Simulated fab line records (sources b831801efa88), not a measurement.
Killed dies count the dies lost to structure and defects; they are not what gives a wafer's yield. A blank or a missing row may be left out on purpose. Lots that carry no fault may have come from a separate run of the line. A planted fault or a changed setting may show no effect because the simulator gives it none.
8D (eight disciplines) problem report, filled in by code	flow sky130	the parts of the form that need people (team, actions taken, sign-off) are left out

== 1. PROBLEM STATEMENT ==
beam_energy_keV at SKY_LDD_HVP_IMPLANT_08 reads a mean of 25.033 on 6 wafers of 2 lots; wafers without a fault read 20.000 with a standard deviation of 0.0064. So: +99 or more standard deviations from the usual mean.
Seen first at day 25 05:08 on implanter-03, wafer L544.2. Wafers with a number at this step in the record: 18, from 6 lots. Rule for "out", or "out of limits": more than 4 standard deviations from the usual mean. The rest of the wafers with a number are treated as sound.

== 2. WHAT IT IS, AND WHAT IT ISN'T ==
question	is	is not
which readings at this step	beam_energy_keV	-
which lots	L544, L548	L538, L546, L547, L554
which wafers of those lots	all that have a number	-
read on which tools	implanter-03	implanter-02, implanter-04
when	from day 25 05:08	up to then (3 sound wafers); but 9 sound wafers of L546, L547, L554 came after

== 3. WHAT RULES OUT EACH SUSPECT ==
Counting: a tool stays on the suspect list if, at a process step up to the reading, it processed all lots that are out and no sound lot following the first of them.
- plasma_asher-01 at SKY_LDD_HVN_STRIP_09 (strips in O2/N2): kept. Every lot that is out went through it, starting with L544 (day 23 23:16), and after that it ran no sound lot; the last sound lot it ran before then is L538 (day 21 05:04).
- implanter-03 at SKY_LDD_HVP_IMPLANT_08: ruled out as a lasting fault. The sound lots L554 went through it after L544, its earliest lot that is out (day 25 05:08).
Left after counting: plasma_asher-01 at SKY_LDD_HVN_STRIP_09.

== 4. THE CAUSE (what the simulator had put in) ==
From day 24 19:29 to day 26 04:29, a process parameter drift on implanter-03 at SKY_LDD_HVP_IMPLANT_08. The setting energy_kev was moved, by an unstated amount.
Counting ruled it out, wrongly.

== 5. THE EFFECT CHAIN, in route order ==
Each row: a reading where the mean over the struck wafers with a number is more than 3 standard deviations away from the usual. Only readings whose record carries a usual standard deviation are examined. hours: median over the lots of the time between each lot's start at the first step of this table that gives one and its start at this step. sigmas: the change, counted in usual standard deviations.
hours	step	reading	usual	on struck wafers	change	sigmas
0	SKY_LDD_HVP_IMPLANT_08	beam_energy_keV	20.000	25.033	+5.033	+99 or more
The process steps in it:
- SKY_LDD_HVP_IMPLANT_08

== 6. HOW IT WOULD HAVE BEEN CAUGHT EARLIER ==
The fault began at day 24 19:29; the first out-of-limits reading in this record came at day 25 05:08, 10 hours later.
